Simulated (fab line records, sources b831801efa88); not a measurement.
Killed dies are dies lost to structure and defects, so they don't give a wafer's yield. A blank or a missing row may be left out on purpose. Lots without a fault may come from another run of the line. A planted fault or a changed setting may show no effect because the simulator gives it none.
One fault seen from 2 desks | flow gf180mcu | each desk has only its own numbers; what lay behind them comes last

THE TOOL OWNER'S DESK: rie_diel-01
The tool's own readings at GF_HV_LDD_ETCHBACK_58 (etches Si3N4 in CH3F/O2, stops on SiO2, time 100 s, target depth 90 nm): means of the sampled wafers that have a number, for each lot that ran on this tool. A lot is out of limits, marked OUT, if its mean lies more than 4 standard deviations from the usual mean; the brackets give that distance.
Columns: A = drypump_motor_current_A at GF_HV_LDD_ETCHBACK_58, usual 5.7 A; B = oes_product_au at GF_HV_LDD_ETCHBACK_58, usual 0.841 a.u.; C = run_length_s at GF_HV_LDD_ETCHBACK_58, usual 128.4 s; D = throttle_valve_pct at GF_HV_LDD_ETCHBACK_58, usual 10.562 %
lot  | first seen here | A   | B                | C               | D
L102 | day 12 16:22    | 5.6 | 0.846            | 128.4           | 10.562
L112 | day 16 01:24    | 5.4 | 0.894 (+9.2) OUT | 119.5 (-21) OUT | 10.576
L121 | day 19 00:24    | 5.4 | 0.840            | 128.3           | 10.562
This desk's finding: out of limits on L112; first on L112, day 16 01:24 (oes_product_au at GF_HV_LDD_ETCHBACK_58). In limits: L102, L121.

THE METROLOGY DESK
What the gauges read, lot by lot, whatever tool the lot ran on: means of the sampled wafers that have a number. A lot is out of limits, marked OUT, if its mean lies more than 4 standard deviations from the usual mean; the brackets give that distance.
Columns: A = cd_nm at GF_HV_LDD_CD_MEAS_46, usual 400.3 nm; B = NSD_OVL at GF_NSD_OVL_MEAS_08, usual 0.7 nm
lot  | first seen here | A     | B
L102 | day 12 09:02    | 404.5 | 0.1
L103 | day 12 19:05    | 400.0 | 0.1
L107 | day 14 00:59    | 404.4 | 1.8
L112 | day 15 21:37    | 399.9 | 1.5
L116 | day 17 07:07    | 398.7 | 1.5
L117 | day 17 12:32    | 400.2 | 1.6
L118 | day 17 16:53    | 402.8 | 1.9
L119 | day 18 05:49    | 399.5 | 1.2
L120 | day 18 08:41    | 403.1 | 1.3
L121 | day 18 21:07    | 398.2 | 1.9
L122 | day 19 12:08    | 397.6 | -0.7
L123 | day 19 12:34    | 398.1 | 1.2
L124 | day 19 22:45    | 398.4 | -0.7
This desk's finding: nothing out of limits on any of the 13 lots.

PUT TOGETHER
The tool owner's desk could have raised an alarm at day 16 01:24, on L112.
The metrology desk saw nothing out of limits.
The metrology desk has L112 on record, within its limits.
Of the lots named, all ran GF_HV_LDD_ETCHBACK_58 on rie_diel-01.

WHAT THE SIMULATOR HAD PUT IN
Process parameter drift: rie_diel-01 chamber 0, from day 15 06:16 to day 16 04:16, at GF_HV_LDD_ETCHBACK_58. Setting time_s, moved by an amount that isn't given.
Lots struck among those shown: L112.
Hours from the fault's start to each desk's first reading out of limits: the tool owner's desk, 19.
